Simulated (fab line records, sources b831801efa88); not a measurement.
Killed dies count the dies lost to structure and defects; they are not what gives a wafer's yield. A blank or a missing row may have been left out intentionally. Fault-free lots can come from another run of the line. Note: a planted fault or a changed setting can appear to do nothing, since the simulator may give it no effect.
A lot that was struck, set against a sound lot    flow sky130    15 steps out of a route of 708
Sound: wafers L548.2, L548.3, L548.4. Wafers struck: L557.1, L557.3, L557.6. The cause comes at the end.
For every step that has rows: the tool of each side, followed by ch and its chambers, followed by its first start. Under that, the readings that differ: sound wafers    struck wafers    difference of the means    sigmas: that difference in standard deviations of wafers without a fault.
alike: same words and numbers on both sides, and readings whose means sit less than 2 such deviations apart. not compared: any withheld reading, any reading some wafer has no value for, any bound like >300 that may hide the same value, and any number with overlapping values for which the record gives no deviation.
Wherever a step has rows on one side only, a row that says differs or no value, or a row with sigmas, the two part there. Non-overlapping numbers with no deviation appear without sigmas and do not part them. A reading that every wafer of one side lacks parts them only if that side has two wafers or more.

SKY_VIA2_ETCH_14: etches BARC in N2/H2, stops on SiO2, time 45.9 s, target depth 60 nm.
  sound on rieDiel-01 ch 1,2, day 36 01:28; struck on rieDiel-02 ch 0,3, day 39 06:49
  alike: drypumpMotorCurrentA, oesProductAu, throttleValvePct
  not compared: rfHoursCounterH
then, 1 step without rows for these wafers: SKY_VIA2_ETCH_15 (etches SiO2 in C4F8/O2/Ar, stops on TiN, target depth 546 nm, time 84 s).
SKY_VIA2_STRIP_16: strips in O2/N2.
  sound on plasmaAsher-04 ch 0,1, day 36 01:34; struck on plasmaAsher-01 ch 0,1, day 39 06:55
  alike: drypumpMotorCurrentA, oesProductAu, stripTimeToEndpointS
  not compared: rfHoursCounterH
then, 4 steps without rows for these wafers: SKY_VIA2_STRIP_17 (strips in post etch residue remover, time 1200 s); SKY_VIA2_CLEAN_18 (cleans in IPA, time 180 s); SKY_VIA2_CLEAN_19 (cleans in O3/DIW); SKY_VIA2_SPUTTER_20 (material TiN, target thk 20 nm, time 80 s).
SKY_VIA2_CVD_21: deposits W, target thk 420 nm, time 126.4 s.
  sound on cvdW-01 ch 0,1, day 36 02:16; struck on cvdW-01 ch 0,1, day 39 07:39
  alike: chamberPressureTorr, heaterPowerW
SKY_VIA2_RS_MEAS_22: uses a four-point probe to measure.
  sound: filmMetro-02 at day 36 02:25; struck: filmMetro-04 at day 39 07:47
  alike: VIA2_W_RS
SKY_VIA2_THK_MEAS_23: measures by xrf.
  sound: filmMetro-02 at day 36 02:31; struck: filmMetro-04 at day 39 07:54
reading          sound        struck       difference  sigmas
VIA2_W_THK (nm)  445 441 446  430 434 430  -13         -2
SKY_VIA2_CMP_24: polishes, stops on SiO2, t overpolish 20 s, target thk 0 nm.
  sound on cmp-01 ch 0,2,3, day 36 02:34; struck on cmp-01 ch 1,2, day 39 08:01
  alike: headPressurePsi, motorCurrentA, overpolishRunS, timeToEndpointS
SKY_METAL3_SPUTTER_00: material Ti, target thk 15 nm, time 10 s.
  sound: pvdSputter-01 at day 36 02:52; struck: pvdSputter-04 at day 39 08:16
  alike: chamberPressurePa, throttleValvePct
SKY_METAL3_SPUTTER_01: material TiN, target thk 20 nm, time 16.7 s.
  sound: pvdSputter-01 at day 36 02:53; struck: pvdSputter-04 at day 39 08:17
reading                 sound                 struck                difference  sigmas
chamberPressurePa (Pa)  0.3997 0.3982 0.3994  0.4397 0.4394 0.4407  +0.0408     +47
throttleValvePct (%)    30.2 29.8 29.0        28.6 28.1 28.3        -1.3        -2
then, 1 step without rows for these wafers: SKY_METAL3_SPUTTER_02 (material AlCu, target thk 735 nm, time 39.1 s).
-- the record jumps here: 9 days lie between the struck wafers' starts before and after (it left off in module METAL3 and takes up again in module PAD_OPEN, whose first step shown is number 708 of the route) --
SKY_PAD_OPEN_PROBE_99:
  sound: prober-01 at day 45 14:34; struck: prober-01 at day 48 03:38
reading           sound     struck    difference  sigmas
killedAtContacts  40 28 30  12 22 22  -14         -2
  alike: defectLimitedYield, killed_at_M0_to_M3, killed_at_M4_up, killedAtFrontEnd, killedAtOther, killedDies, killedOpen, killedShort, sort_bin_3_pad_short, sort_bin_5_function, sort_bin_6_memory, sortNPass, sortYieldPct

## WHERE THEY PART
Earliest at SKY_VIA2_THK_MEAS_23; latest, in this record, at SKY_PAD_OPEN_PROBE_99.

WHY: whatever the simulator had introduced
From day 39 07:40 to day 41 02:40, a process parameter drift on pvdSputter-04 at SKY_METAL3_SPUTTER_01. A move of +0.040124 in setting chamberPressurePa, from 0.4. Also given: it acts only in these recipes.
